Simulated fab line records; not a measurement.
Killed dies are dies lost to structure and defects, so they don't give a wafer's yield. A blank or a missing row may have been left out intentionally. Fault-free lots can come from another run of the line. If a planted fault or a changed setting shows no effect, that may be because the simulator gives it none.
fab line records	flow sky130	part 2 of 2: steps 25 to 35 of 35
record: lots: 5	wafers: 15	last-day: 50
route steps=708 shown METAL4@623 VIA4@639
lots with no fault: from the same line, run without faults
start-h: hours from the record's opening day to when the first of the lot's shown wafers began	wait-h: hours since the lot's step before	" unchanged from the row above	L1.1+2: a single row standing in for several wafers	- no value present, or no start provided	* or withheld: withheld	< > ~ a bound
route shown NAME@n: NAME is a module with steps in the file, n the number in the route of the first one	usual: mean/standard deviation of fault-free wafers	same: alike in all rows	chamber/n: place in a boat	sites: the reading at each site	_std_site: standard deviation of those values	_edge_site: the outer-site mean with the inner-site mean subtracted	radius-mm: for every site, how far away it sits from the centre of the wafer	mask NAME#n: copy n	behind: the most recent tool/chamber to have shaped the wafer	hold: why the lot was held/for how many hours/how that ended	device: the n, p or np transistor that did not switch	end of line: the route-end tests of the same wafers	step lacking rows: just its recipe	killed: count of dies lost to structure and defects at first sort (not the wafer's yield)	map: the dies of a wafer, with x for killed, . for not killed, _ for no die there
set.NAME: the setting as run; set.NAME@STEP: as run at that earlier step	model.NAME: the simulator's own value behind a step, which no gauge read
lots at selected steps of the route; one table per step, one row per wafer
services: when a tool's chamber went out of use (start-h, in hours from the record's first day, below 0 if earlier), for how many hours, and the reason
== steps ==
step: SKY_VIA4_EXPOSE_08
recipe: mask-id: VIM4	na: 0.6	source-shape: conventional	sigma-outer: 0.6	polarization: unpolarized	target-cd-nm: 800	dose-mj: 132
same: na: 0.6
lot.wafer	tool	chamber	start-h	wait-h	mask
L078.1+3+6	iline-stepper-02	0	-	-	VIM4#0
L087.1+3+5	iline-stepper-02	0	-	-	VIM4#0
L090.1+4+6	iline-stepper-02	0	-	-	VIM4#0
L093.2+4+5	iline-stepper-01	0	-	-	VIM4#0
L097.1+3+5	iline-stepper-01	0	-	-	VIM4#0
step: SKY_VIA4_PEB_09
recipe: temp-c: withheld	time-s: *	resist: NOVOLAK
usual: chill-plate-temp-C: *
lot.wafer	tool	chamber	start-h	wait-h	chill-plate-temp-C
L078.1	litho-track-01	0	-	-	*
L078.3	"	0	"	"	*
L078.6	"	0	"	"	*
L087.1	litho-track-04	0	-	-	*
L087.3	"	0	"	"	*
L087.5	"	0	"	"	*
L090.1	litho-track-01	0	-	-	*
L090.4	"	0	"	"	*
L090.6	"	0	"	"	*
L093.2	litho-track-04	0	-	-	*
L093.4	"	0	"	"	*
L093.5	"	0	"	"	*
L097.1	litho-track-01	0	-	-	*
L097.3	"	0	"	"	*
L097.5	"	0	"	"	*
step: SKY_VIA4_DEVELOP_10
recipe: resist: NOVOLAK	developer: TMAH	develop-time-s: 60	dev-temp-c: 23
usual: chill-plate-temp-C: 23.02/0.11
same: develop-time-s: 60
lot.wafer	tool	chamber	start-h	wait-h	chill-plate-temp-C
L078.1	litho-track-01	0	1032.45	0.1	23.09
L078.3	"	0	"	"	22.88
L078.6	"	0	"	"	22.83
L087.1	litho-track-04	0	1089.25	0.1	23.17
L087.3	"	0	"	"	23.01
L087.5	"	0	"	"	22.73
L090.1	litho-track-01	0	1107.91	0.1	22.83
L090.4	"	0	"	"	22.88
L090.6	"	0	"	"	22.85
L093.2	litho-track-04	0	1126.32	0.1	23.12
L093.4	"	0	"	"	22.94
L093.5	"	0	"	"	22.88
L097.1	litho-track-01	0	1156.76	0.1	23.06
L097.3	"	0	"	"	23.01
L097.5	"	0	"	"	23.15
step: SKY_VIA4_OVL_MEAS_11
usual: VIA4_OVL: 0.0/1.5
lot.wafer	tool	chamber	start-h	wait-h	VIA4_OVL[nm]
L078.1	overlay-01	-	1032.60	0.1	-1.5
L078.3	"	-	"	"	-1.3
L078.6	"	-	"	"	-2.3
L087.1	overlay-01	-	1089.40	0.1	-1.2
L087.3	"	-	"	"	-0.2
L087.5	"	-	"	"	0.4
L090.1	overlay-02	-	1108.06	0.1	-0.5
L090.4	"	-	"	"	-1.9
L090.6	"	-	"	"	-0.9
L093.2	overlay-01	-	1126.45	0.1	0.7
L093.4	"	-	"	"	0.4
L093.5	"	-	"	"	1.9
L097.1	overlay-01	-	1156.91	0.1	2.9
L097.3	"	-	"	"	0.9
L097.5	"	-	"	"	1.2
step: SKY_VIA4_ETCH_12
recipe: target: SiO2	chemistry: C4F8/O2/Ar	stop-on: TiN	mask-material: NOVOLAK	source-w: 1473	bias-w: 1200	pressure-mtorr: 40	c4f8-flow-sccm: withheld	O2_flow_sccm: 6	Ar_flow_sccm: 300	time-s: withheld	target-depth-a: 5800
usual: bias-w: 1200/3.5	oes-product-au: 0.926/0.0045
lot.wafer	tool	chamber	start-h	wait-h	bias-w	oes-product-au
L078.1	rie-diel-02	0	1032.64	0.0	1196	0.926
L078.3	"	1	"	"	1198	0.927
L078.6	"	1	"	"	1200	0.930
L087.1	rie-diel-04	2	1089.43	0.0	1195	0.926
L087.3	"	0	"	"	1201	0.919
L087.5	"	0	"	"	1205	0.926
L090.1	rie-diel-04	1	1108.09	0.0	1200	0.924
L090.4	"	0	"	"	1193	0.920
L090.6	"	0	"	"	1196	0.922
L093.2	rie-diel-03	0	1126.48	0.0	1206	0.923
L093.4	"	3	"	"	1206	0.926
L093.5	"	1	"	"	1201	0.929
L097.1	rie-diel-03	0	1156.94	0.0	1204	0.924
L097.3	"	3	"	"	1203	0.927
L097.5	"	1	"	"	1202	0.925
step: SKY_VIA4_STRIP_13
recipe: chemistry: O2/N2	power-w: 1400	pressure-mtorr: 1500	platen-temp-c: withheld	o2-flow-sccm: 3000	n2-flow-sccm: 300	overash-fraction: 0.5
usual: drypump-motor-current-A: 5.92/0.25	oes-product-au: 0.709/0.0047	strip-time-to-endpoint-s: 12.82/0.035
same: overash-fraction: 0.5
lot.wafer	tool	chamber	start-h	wait-h	drypump-motor-current-A	oes-product-au	rf-hours-counter-h	strip-time-to-endpoint-s
L078.1	plasma-asher-02	0	1032.71	-	5.80	0.706	92	12.85
L078.3	"	0	"	"	5.79	0.711	-	12.85
L078.6	"	1	"	"	6.04	0.712	-	12.80
L087.1	plasma-asher-02	1	1089.50	-	6.02	0.702	99	12.88
L087.3	"	1	"	"	6.01	0.718	-	12.90
L087.5	"	1	"	"	6.03	0.706	-	12.87
L090.1	plasma-asher-02	1	1108.16	-	6.07	0.713	100	12.76
L090.4	"	1	"	"	6.09	0.716	-	12.78
L090.6	"	0	"	"	5.78	0.710	-	12.81
L093.2	plasma-asher-02	1	1126.55	-	6.07	0.705	102	12.80
L093.4	"	0	"	"	5.79	0.704	-	12.76
L093.5	"	0	"	"	5.79	0.708	-	12.81
L097.1	plasma-asher-02	1	1157.01	-	6.08	0.709	105	12.79
L097.3	"	0	"	"	5.77	0.704	-	12.78
L097.5	"	1	"	"	6.08	0.707	-	12.83
step: SKY_VIA4_STRIP_14
recipe: chemistry: post-etch-residue-remover	time-s: 1200	temp-c: 72.5
lot.wafer	tool	chamber	start-h	wait-h
L078.1+3+6	wet-bench-02	0	1032.81	0.1
L087.1+3+5	wet-bench-02	2	1089.60	0.1
L090.1+4+6	wet-bench-04	1	1108.26	0.1
L093.2+4+5	wet-bench-03	2	1126.65	0.1
L097.1+3+5	wet-bench-04	2	1157.11	0.1
step: SKY_VIA4_CLEAN_15
recipe: chemistry: IPA	time-s: 180	temp-c: 25
lot.wafer	tool	chamber	start-h	wait-h
L078.1+3+6	wet-bench-04	2	1033.15	0.0
L087.1+3+5	wet-bench-02	3	1089.98	0.0
L090.1+4+6	wet-bench-02	0	1108.61	0.0
L093.2+4+5	wet-bench-02	2	1127.03	0.0
L097.1+3+5	wet-bench-02	3	1157.46	0.0
step: SKY_VIA4_CLEAN_16
recipe: chemistry: O3/DIW	dry: n2-spin
lot.wafer	tool	chamber	start-h	wait-h
L078.1+3+6	wet-bench-03	1	1033.21	0.0
L087.1+3+5	wet-bench-02	1	1090.04	0.0
L090.1+4+6	wet-bench-02	0	1108.67	0.0
L093.2+4+5	wet-bench-04	1	1127.09	0.0
L097.1+3+5	wet-bench-03	0	1157.51	0.0
step: SKY_VIA4_SPUTTER_17
recipe: material: TiN	target-thk-nm: 20	chamber-pressure-pa: 5	power-w: 4000	time-s: 80
usual: throttle-valve-pct: 29.7/1
lot.wafer	tool	chamber	start-h	wait-h	throttle-valve-pct
L078.1	pvd-sputter-02	-	1033.30	0.0	28.2
L078.3	"	-	"	"	28.3
L078.6	"	-	"	"	30.8
L087.1	pvd-sputter-04	-	1090.14	0.0	29.6
L087.3	"	-	"	"	32.0
L087.5	"	-	"	"	30.9
L090.1	pvd-sputter-02	-	1108.77	0.0	28.3
L090.4	"	-	"	"	28.5
L090.6	"	-	"	"	31.1
L093.2	pvd-sputter-03	-	1127.18	0.0	30.1
L093.4	"	-	"	"	29.9
L093.5	"	-	"	"	28.9
L097.1	pvd-sputter-02	-	1157.61	0.0	28.3
L097.3	"	-	"	"	28.4
L097.5	"	-	"	"	30.8
step: SKY_VIA4_CVD_18
recipe: material: W	target-thk-nm: 505	time-s: 152.14	temp-c: 400	pressure-torr: 40
usual: heater-power-w: 809/75
lot.wafer	tool	chamber	start-h	wait-h	heater-power-w
L078.1	cvd-w-02	1	1033.37	0.0	728
L078.3	"	0	"	"	737
L078.6	"	0	"	"	734
L087.1	cvd-w-01	1	1090.20	0.0	924
L087.3	"	1	"	"	926
L087.5	"	0	"	"	798
L090.1	cvd-w-02	1	1108.83	0.0	756
L090.4	"	1	"	"	784
L090.6	"	0	"	"	733
L093.2	cvd-w-02	1	1127.24	0.0	750
L093.4	"	1	"	"	750
L093.5	"	0	"	"	739
L097.1	cvd-w-02	0	1157.67	0.0	748
L097.3	"	1	"	"	784
L097.5	"	0	"	"	736
== services ==
tool	chamber	start-h	hours	kind
krf-scanner-02	-	976.87	0.3	repair
krf-scanner-02	-	983.04	3.6	pm
cmp-01	-	984.17	0.3	repair
cmp-01	-	985.14	17.0	pm
iline-stepper-02	-	986.55	8.5	repair
rie-metal-02	0	989.59	11.3	repair
plasma-asher-02	-	1004.51	6.5	repair
cvd-w-02	0	1008.19	1.7	repair
rie-diel-04	0	1009.69	4.9	repair
cmp-01	-	1018.55	3.5	repair
rie-metal-02	0	1027.28	14.8	repair
hdpcvd-02	-	1048.87	2.8	pm
rie-diel-04	2	1052.84	2.4	repair
rie-diel-04	-	1061.96	0.6	repair
rie-metal-02	-	1069.62	14.6	pm
hdpcvd-02	0	1075.20	6.5	repair
cvd-w-02	0	1076.06	11.8	repair
iline-stepper-02	-	1100.93	1.7	pm
krf-scanner-02	-	1105.54	1.3	pm
krf-scanner-02	-	1108.85	4.0	pm
iline-stepper-02	-	1118.02	2.1	pm
krf-scanner-02	-	1126.34	0.8	pm
rie-metal-02	1	1152.97	14.2	repair
rie-diel-04	0	1157.48	2.4	repair
